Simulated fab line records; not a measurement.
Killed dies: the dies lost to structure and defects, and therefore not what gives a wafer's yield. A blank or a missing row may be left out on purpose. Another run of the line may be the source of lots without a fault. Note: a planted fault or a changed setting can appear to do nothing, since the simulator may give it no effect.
The tool behind it: which one?    flow sfq line    13 lots with 39 wafers sampled at 5 steps, on a route of 325 steps

== WHAT THE GAUGES READ, wafer by wafer ==
SFQ_JJ_RS_MEAS_929: the measuring method here is four-point-probe. Usual: JJ_NB_RS typically reads 1.051 ohm/sq, with standard deviation 0.0085.
lot   measured      on             JJ_NB_RS (ohm/sq)                    flag
L819  day 46 16:16  film metro-03  1.056 1.052 1.061                    
L820  day 47 05:28  film metro-04  1.046 1.054 1.046                    
L821  day 47 09:03  film metro-04  1.042 1.034 1.048                    
L822  day 47 12:40  film metro-03  1.044 1.048 1.051                    
L825  day 51 16:27  film metro-02  1.043 1.038 1.045                    
L827  day 52 12:51  film metro-04  1.044 0.818 1.033 1.044 0.820 1.033  OFF
L829  day 53 05:27  film metro-02  1.053 1.055 1.056                    
L836  day 55 02:29  film metro-04  1.066 1.066 1.061                    
L838  day 55 13:15  film metro-03  1.041 1.050 1.045                    
L839  day 56 02:15  film metro-02  1.041 1.043 1.051                    
L840  day 56 05:51  film metro-04  1.044 1.045 1.053                    
L841  day 56 07:01  film metro-02  1.053 1.061 1.053                    
L842  day 56 10:40  film metro-02  1.061 1.055 1.056                    

== WHAT TOOL EACH LOT RAN ON (gives the tool, then ch and the chambers of the sampled wafers, and finally the start) ==
lot   SFQ_TRILAYER_M3_ETCH_METAL_ETCH_078  SFQ_TRILAYER_JJ_TRILAYER_DEP_SPUTTER_109  SFQ_TRILAYER_JJ_TRILAYER_DEP_SPUTTER_110  SFQ_TRILAYER_JJ_TRILAYER_DEP_SPUTTER_112
L819  rie metal-03 ch 0,1, day 27 23:38    pvd sputter-06, day 46 15:05              pvd sputter-06, day 46 15:09              pvd sputter-06, day 46 16:10
L820  rie metal-01 ch 0,1, day 28 17:46    pvd sputter-04, day 47 04:17              pvd sputter-04, day 47 04:21              pvd sputter-04, day 47 05:22
L821  rie metal-01 ch 0,1, day 28 22:34    pvd sputter-05, day 47 07:53              pvd sputter-05, day 47 07:57              pvd sputter-05, day 47 08:58
L822  rie metal-02 ch 0,1, day 29 00:58    pvd sputter-04, day 47 11:29              pvd sputter-04, day 47 11:34              pvd sputter-04, day 47 12:35
L825  rie metal-03 ch 1, day 32 22:27      pvd sputter-04, day 51 15:17              pvd sputter-04, day 51 15:21              pvd sputter-04, day 51 16:22
L827  rie metal-02 ch 0,1, day 33 11:37    pvd sputter-04, day 52 11:41              pvd sputter-04, day 52 11:45              pvd sputter-04, day 52 12:46
L829  rie metal-02 ch 0,1, day 34 07:32    pvd sputter-06, day 53 04:17              pvd sputter-06, day 53 04:21              pvd sputter-06, day 53 05:22
L836  rie metal-03 ch 0,1, day 36 21:07    pvd sputter-06, day 55 01:17              pvd sputter-06, day 55 01:22              pvd sputter-06, day 55 02:23
L838  rie metal-02 ch 1, day 37 05:31      pvd sputter-04, day 55 12:05              pvd sputter-04, day 55 12:09              pvd sputter-04, day 55 13:10
L839  rie metal-03 ch 0,1, day 37 16:19    pvd sputter-04, day 56 01:04              pvd sputter-04, day 56 01:08              pvd sputter-04, day 56 02:09
L840  rie metal-01 ch 0,1, day 37 18:46    pvd sputter-06, day 56 04:38              pvd sputter-06, day 56 04:43              pvd sputter-06, day 56 05:44
L841  rie metal-01 ch 0,1, day 37 22:19    pvd sputter-04, day 56 05:50              pvd sputter-04, day 56 05:55              pvd sputter-04, day 56 06:56
L842  rie metal-01 ch 0,1, day 38 01:58    pvd sputter-05, day 56 09:26              pvd sputter-05, day 56 09:31              pvd sputter-05, day 56 10:32
- SFQ_TRILAYER_M3_ETCH_METAL_ETCH_078: etches Nb in Cl2/Ar, stops on SiO2, target depth 240 nm, time 120 s.
- SFQ_TRILAYER_JJ_TRILAYER_DEP_SPUTTER_109: material Nb, target thk 150 nm, time 100 s.
- SFQ_TRILAYER_JJ_TRILAYER_DEP_SPUTTER_110: material Al, target thk 8 nm, time 10 s.
- SFQ_TRILAYER_JJ_TRILAYER_DEP_SPUTTER_112: material Nb, target thk 170 nm, time 113.3 s.

== WHAT THE TOOLS THEMSELVES READ (means of the sampled wafers that have a number; where no wafer has one, the mark that the record gives instead) ==
SFQ_TRILAYER_M3_ETCH_METAL_ETCH_078. Usual: drypump motor current A 5.7 A, standard deviation 0.5; oes product au 0.894 a.u., standard deviation 0.0066.
lot   tool          drypump motor current A (A)  oes product au (a.u.)  flag
L819  rie metal-03  5.7                          0.885                  
L820  rie metal-01  5.4                          0.899                  
L821  rie metal-01  5.4                          0.896                  
L822  rie metal-02  6.4                          0.888                  
L825  rie metal-03  5.0                          0.896                  
L827  rie metal-02  6.4                          0.890                  
L829  rie metal-02  6.1                          0.890                  
L836  rie metal-03  5.6                          0.890                  
L838  rie metal-02  6.0                          0.888                  
L839  rie metal-03  5.3                          0.905                  
L840  rie metal-01  5.5                          0.897                  
L841  rie metal-01  5.4                          0.900                  
L842  rie metal-01  5.6                          0.899                  

SFQ_TRILAYER_JJ_TRILAYER_DEP_SPUTTER_109. Usual: base pressure pa 1.34e-06 Pa, standard deviation 7.4e-08; chamber pressure pa 0.13328 Pa, standard deviation 0.00028; throttle valve pct 29.7 %, standard deviation 0.92.
lot   tool            base pressure pa (Pa)  chamber pressure pa (Pa)  throttle valve pct (%)  flag
L819  pvd sputter-06  1.43e-06               0.13316                   29.5                    
L820  pvd sputter-04  1.36e-06               0.13343                   29.5                    
L821  pvd sputter-05  1.27e-06               0.13330                   29.9                    
L822  pvd sputter-04  1.40e-06               0.13330                   29.4                    
L825  pvd sputter-04  1.32e-06               0.13347                   29.2                    
L827  pvd sputter-04  1.29e-06               0.13343                   29.7                    
L829  pvd sputter-06  1.38e-06               0.13333                   29.6                    
L836  pvd sputter-06  1.38e-06               0.13294                   29.5                    
L838  pvd sputter-04  1.31e-06               0.13366                   29.4                    
L839  pvd sputter-04  1.37e-06               0.13349                   29.6                    
L840  pvd sputter-06  1.36e-06               0.13323                   29.4                    
L841  pvd sputter-04  1.35e-06               0.13303                   29.2                    
L842  pvd sputter-05  1.34e-06               0.13318                   30.1                    

SFQ_TRILAYER_JJ_TRILAYER_DEP_SPUTTER_110. Usual: base pressure pa 1.33e-06 Pa, standard deviation 7.3e-08; chamber pressure pa 0.4000 Pa, standard deviation 0.00078; throttle valve pct 29.7 %, standard deviation 0.94.
lot   tool            base pressure pa (Pa)  chamber pressure pa (Pa)  throttle valve pct (%)  flag
L819  pvd sputter-06  1.35e-06               0.3995                    29.3                    
L820  pvd sputter-04  1.30e-06               0.3994                    29.5                    
L821  pvd sputter-05  1.26e-06               0.3995                    29.9                    
L822  pvd sputter-04  1.28e-06               0.4002                    29.4                    
L825  pvd sputter-04  1.31e-06               0.4002                    29.0                    
L827  pvd sputter-04  1.35e-06               0.4001                    29.6                    
L829  pvd sputter-06  1.30e-06               0.4001                    29.4                    
L836  pvd sputter-06  1.32e-06               0.4002                    29.6                    
L838  pvd sputter-04  1.29e-06               0.4004                    29.4                    
L839  pvd sputter-04  1.40e-06               0.3999                    29.5                    
L840  pvd sputter-06  1.32e-06               0.3993                    29.4                    
L841  pvd sputter-04  1.35e-06               0.4001                    29.3                    
L842  pvd sputter-05  1.31e-06               0.4001                    29.9                    

SFQ_TRILAYER_JJ_TRILAYER_DEP_SPUTTER_112. Usual: base pressure pa 1.33e-06 Pa, standard deviation 6.5e-08; chamber pressure pa 0.13333 Pa, standard deviation 0.00027; throttle valve pct 29.7 %, standard deviation 0.92.
lot   tool            base pressure pa (Pa)  chamber pressure pa (Pa)  throttle valve pct (%)  flag
L819  pvd sputter-06  1.36e-06               0.13367                   29.5                    
L820  pvd sputter-04  1.35e-06               0.13336                   29.5                    
L821  pvd sputter-05  1.32e-06               0.13333                   30.1                    
L822  pvd sputter-04  1.37e-06               0.13346                   29.6                    
L825  pvd sputter-04  1.34e-06               0.13318                   29.1                    
L827  pvd sputter-04  1.35e-06               0.13350                   29.7                    
L829  pvd sputter-06  1.33e-06               0.13338                   29.4                    
L836  pvd sputter-06  1.30e-06               0.13329                   29.6                    
L838  pvd sputter-04  1.34e-06               0.13353                   29.5                    
L839  pvd sputter-04  1.36e-06               0.13300                   29.3                    
L840  pvd sputter-06  1.37e-06               0.13345                   29.5                    
L841  pvd sputter-04  1.35e-06               0.13350                   29.1                    
L842  pvd sputter-05  1.36e-06               0.13358                   30.1                    

== THE ANSWER, worked out from the rows above alone ==
Rule: lot off if the mean of its wafers having a number is beyond 3 standard deviations from the usual mean. A lot without any number at a reading at which 4 lots or more have one is off too. The other lots that the step has rows for count as sound. First the gauges in route order, then the tools' own readings, where a lot's mean is used as printed above. The first step at which some lot is off is used, and at that step the reading that is off furthest; a lot without a number counts as furthest.
Off: L827, at SFQ_JJ_RS_MEAS_929 (JJ_NB_RS).
A tool fits if, at a process step before that reading, it ran every lot that is off, and no sound lot after the first of them. The gauges at SFQ_JJ_RS_MEAS_929 are tried like those tools. Not one of the candidates tried fits.

== WHAT THE SIMULATOR PUT IN ==
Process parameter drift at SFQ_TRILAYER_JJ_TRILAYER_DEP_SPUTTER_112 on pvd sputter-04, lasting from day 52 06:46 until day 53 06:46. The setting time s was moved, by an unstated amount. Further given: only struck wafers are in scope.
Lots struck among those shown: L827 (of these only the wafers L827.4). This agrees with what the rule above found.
